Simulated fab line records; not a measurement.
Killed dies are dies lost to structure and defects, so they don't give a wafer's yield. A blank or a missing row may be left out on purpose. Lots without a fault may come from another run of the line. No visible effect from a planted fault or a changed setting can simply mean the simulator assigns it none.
What tool caused it? || flow sky130 || 10 lots with 30 wafers sampled at 4 steps, on a route of 708 steps

## WHAT THE GAUGES READ, wafer by wafer
SKY_VIA3_RS_MEAS_22: uses a four-point probe to measure.
{"lot": "L740", "measured": "day 40 15:12", "on": "filmMetro-04", "VIA3_W_RS (ohm/sq)": "0.288 0.296 0.288"}
{"lot": "L742", "measured": "day 41 06:10", "on": "filmMetro-03", "VIA3_W_RS (ohm/sq)": "0.285 0.279 0.280"}
{"lot": "L745", "measured": "day 41 17:29", "on": "filmMetro-03", "VIA3_W_RS (ohm/sq)": "0.294 0.290 0.289"}
{"lot": "L747", "measured": "day 42 08:10", "on": "filmMetro-04", "VIA3_W_RS (ohm/sq)": "0.289 0.290 0.291"}
{"lot": "L748", "measured": "day 42 10:24", "on": "filmMetro-03", "VIA3_W_RS (ohm/sq)": "0.288 0.287 0.286"}
{"lot": "L750", "measured": "day 43 12:07", "on": "filmMetro-02", "VIA3_W_RS (ohm/sq)": "0.296 0.299 0.287"}
{"lot": "L755", "measured": "day 44 09:27", "on": "filmMetro-04", "VIA3_W_RS (ohm/sq)": "0.296 0.287 0.157"}
{"lot": "L757", "measured": "day 45 01:15", "on": "filmMetro-03", "VIA3_W_RS (ohm/sq)": "0.289 0.284 0.287"}
{"lot": "L758", "measured": "day 45 06:17", "on": "filmMetro-03", "VIA3_W_RS (ohm/sq)": "0.158 0.295 0.154"}
{"lot": "L761", "measured": "day 45 21:58", "on": "filmMetro-03", "VIA3_W_RS (ohm/sq)": "0.279 0.278 0.278"}

## EACH LOT AND THE TOOL THAT RAN IT (in order: tool; ch and the chambers of the sampled wafers; start)
{"lot": "L740", "SKY_DNWELL_STRIP_08": "plasmaAsher-02 ch 0,1, day 3 14:34", "SKY_METAL1_SPUTTER_02": "pvdSputter-04, day 32 17:17", "SKY_VIA3_CVD_21": "cvdW-02 ch 0,1, day 40 15:05"}
{"lot": "L742", "SKY_DNWELL_STRIP_08": "plasmaAsher-04 ch 0,1, day 4 04:35", "SKY_METAL1_SPUTTER_02": "pvdSputter-03, day 33 09:55", "SKY_VIA3_CVD_21": "cvdW-01 ch 1, day 41 06:02"}
{"lot": "L745", "SKY_DNWELL_STRIP_08": "plasmaAsher-02 ch 0,1, day 4 20:44", "SKY_METAL1_SPUTTER_02": "pvdSputter-03, day 33 22:35", "SKY_VIA3_CVD_21": "cvdW-02 ch 0,1, day 41 17:21"}
{"lot": "L747", "SKY_DNWELL_STRIP_08": "plasmaAsher-04 ch 0,1, day 5 03:55", "SKY_METAL1_SPUTTER_02": "pvdSputter-04, day 34 15:16", "SKY_VIA3_CVD_21": "cvdW-01 ch 0,1, day 42 08:01"}
{"lot": "L748", "SKY_DNWELL_STRIP_08": "plasmaAsher-02 ch 0, day 5 09:34", "SKY_METAL1_SPUTTER_02": "pvdSputter-03, day 34 15:58", "SKY_VIA3_CVD_21": "cvdW-01 ch 0,1, day 42 10:16"}
{"lot": "L750", "SKY_DNWELL_STRIP_08": "plasmaAsher-02 ch 0,1, day 6 03:13", "SKY_METAL1_SPUTTER_02": "pvdSputter-03, day 35 20:43", "SKY_VIA3_CVD_21": "cvdW-02 ch 0,1, day 43 11:59"}
{"lot": "L755", "SKY_DNWELL_STRIP_08": "plasmaAsher-02 ch 0,1, day 7 01:04", "SKY_METAL1_SPUTTER_02": "pvdSputter-04, day 36 21:31", "SKY_VIA3_CVD_21": "cvdW-02 ch 0,1, day 44 09:20"}
{"lot": "L757", "SKY_DNWELL_STRIP_08": "plasmaAsher-02 ch 0,1, day 7 13:29", "SKY_METAL1_SPUTTER_02": "pvdSputter-03, day 37 18:18", "SKY_VIA3_CVD_21": "cvdW-01 ch 0,1, day 45 01:08"}
{"lot": "L758", "SKY_DNWELL_STRIP_08": "plasmaAsher-04 ch 0,1, day 7 16:43", "SKY_METAL1_SPUTTER_02": "pvdSputter-04, day 37 23:25", "SKY_VIA3_CVD_21": "cvdW-02 ch 0,1, day 45 06:10"}
{"lot": "L761", "SKY_DNWELL_STRIP_08": "plasmaAsher-04 ch 0,1, day 8 07:46", "SKY_METAL1_SPUTTER_02": "pvdSputter-03, day 38 19:16", "SKY_VIA3_CVD_21": "cvdW-01 ch 1, day 45 21:50"}
- SKY_DNWELL_STRIP_08: strips in O2/N2.
- SKY_METAL1_SPUTTER_02: material AlCu, target thk 250 nm, time 13.3 s.
- SKY_VIA3_CVD_21: deposits W, target thk 390 nm, time 117.31 s.

## THE ANSWER, worked out from the rows above alone
Rule: the usual values come from the lots themselves. Put in order of their means at a reading, lots are off if they are a third of the lots or fewer, leave a main group of 4 or more, and stand apart from it by a gap of 3 or more times the standard deviation of the main group's means; of several such gaps the widest counts. The tables above print the reading to a certain number of digits; a main group whose means all agree to those digits is not used. A lot without any number at a reading at which 4 lots or more have one is off too. Where the step has rows for the other lots, those lots are counted as sound.
Off: L755, L758, at SKY_VIA3_RS_MEAS_22 (VIA3_W_RS). The main group has a mean of 0.287 ohm/sq with a standard deviation of 0.0049.
If a tool, at a process step before that reading, ran all the lots that are off and no sound lot after the first of them, it fits. Those tools and the gauges at SKY_VIA3_RS_MEAS_22 are tried in the same way. Can't be told from this: 2 tools fit, pvdSputter-04 at SKY_METAL1_SPUTTER_02, cvdW-02 at SKY_VIA3_CVD_21.

## WHAT THE SIMULATOR HAD PUT IN
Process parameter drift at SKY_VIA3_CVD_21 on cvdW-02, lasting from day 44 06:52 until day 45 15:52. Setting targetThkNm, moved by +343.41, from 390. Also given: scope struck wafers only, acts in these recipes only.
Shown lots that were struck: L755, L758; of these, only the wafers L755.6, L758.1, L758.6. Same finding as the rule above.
